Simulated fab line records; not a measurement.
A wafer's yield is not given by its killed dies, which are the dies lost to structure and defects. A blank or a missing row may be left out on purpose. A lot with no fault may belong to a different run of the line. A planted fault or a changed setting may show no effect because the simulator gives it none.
Code-filled problem report in 8D (eight disciplines) form || flow gf180mcu || the parts of the form that need people (team, actions taken, sign-off) are left out

1. THE PROBLEM
Wafers without a fault read 260.4 nm, standard deviation 1.2; cd-nm at GF_V5_CD_MEAS_14 reads a mean of 254.4 nm on 4 wafers belonging to 2 lots. That puts it -5.0 standard deviations away from the usual mean.
The step: target cd 260 nm.
First observed at day 30 14:34: wafer L295.1, on cd-sem-01. Wafers with a number at this step in the record: 38, from 14 lots. Rule for "out" (also "out of limits"): further than 4 standard deviations from the usual mean. All remaining wafers that have a number are taken as sound.

2. WHAT IT IS, AND WHAT IT ISN'T
{"question": "which readings at this step", "is": "cd-nm", "is not": "-"}
{"question": "which lots", "is": "L295, L296", "is not": "L284, L285, L286, L287, L290, L292, L299, L303, L304, L305, L306, L307"}
{"question": "which wafers of those lots", "is": "all that have a number", "is not": "-"}
{"question": "read on which gauges", "is": "cd-sem-01", "is not": "cd-sem-02"}
{"question": "when", "is": "from day 30 14:34", "is not": "up to then (18 sound wafers); but 16 sound wafers of L299, L303, L304, L305, L306, L307 came after"}

3. SUSPECTS, AND WHAT RULES EACH OUT
Counting: a tool stays on the suspect list if, at a process step up to the reading, it processed all lots that are out and no sound lot following the first of them.
- the gauge at GF_V5_CD_MEAS_14 is ruled out. All the wafers that are out were read on cd-sem-01, but those of them that GF_V5_PEB_12 has rows for are out there too, on other tools.
- pvd-sputter-01 at GF_V3_SPUTTER_21 (material Ti, target thk 15 nm, time 80.02 s): ruled out as a lasting fault. The sound lots L303, L305, L306 went through it after L295, its earliest lot that is out (day 26 07:19).
- litho-track-04 at GF_V5_PEB_12 (peb time 90 s): ruled out as a lasting fault. The sound lots L299 went through it after L295, its earliest lot that is out (day 30 14:13).
Left after counting: nothing in the record.

4. THE CAUSE (what the simulator had put in)
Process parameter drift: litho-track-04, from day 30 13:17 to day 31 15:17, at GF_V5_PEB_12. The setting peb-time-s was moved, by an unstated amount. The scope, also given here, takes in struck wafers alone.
The count ruled it out by mistake, since the rule takes a fault to strike every lot its tool runs from the start of the fault on, and this one did not do so.

5. SEQUENCE OF EFFECTS, ordered by route
Rows list readings where the struck wafers' mean (over those with a number) sits beyond 3 standard deviations from the usual. Scope: only readings with a usual standard deviation given in the record; hours: median across lots of the time from each lot's start at the first step in this table that gives one to its start at this step; sigmas: change in usual standard deviations.
{"hours": 0, "step": "GF_V5_PEB_12", "reading": "heater-power-total-W", "usual": "85.70 W", "on struck wafers": 91.30, "change": "+5.60", "sigmas": "+72"}
{"hours": 0, "step": "GF_V5_CD_MEAS_14", "reading": "cd-nm", "usual": "260.4 nm", "on struck wafers": 254.4, "change": -6.0, "sigmas": -5.0}
Process steps it contains:
- GF_V5_PEB_12: peb time 90 s.
Readings that are blank on the struck wafers while sound wafers have them: plate-temp-C at GF_V5_PEB_12.

6. HOW IT WOULD HAVE BEEN CAUGHT EARLIER
In this record the first reading out of limits at a measuring or inspecting step was taken at day 30 14:34, 1 hour after the fault began at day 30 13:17.
The tool's own readings at GF_V5_PEB_12 were out on every struck wafer that the step has a row for (heater-power-total-W): an alarm limit on them would have fired on the first of those.
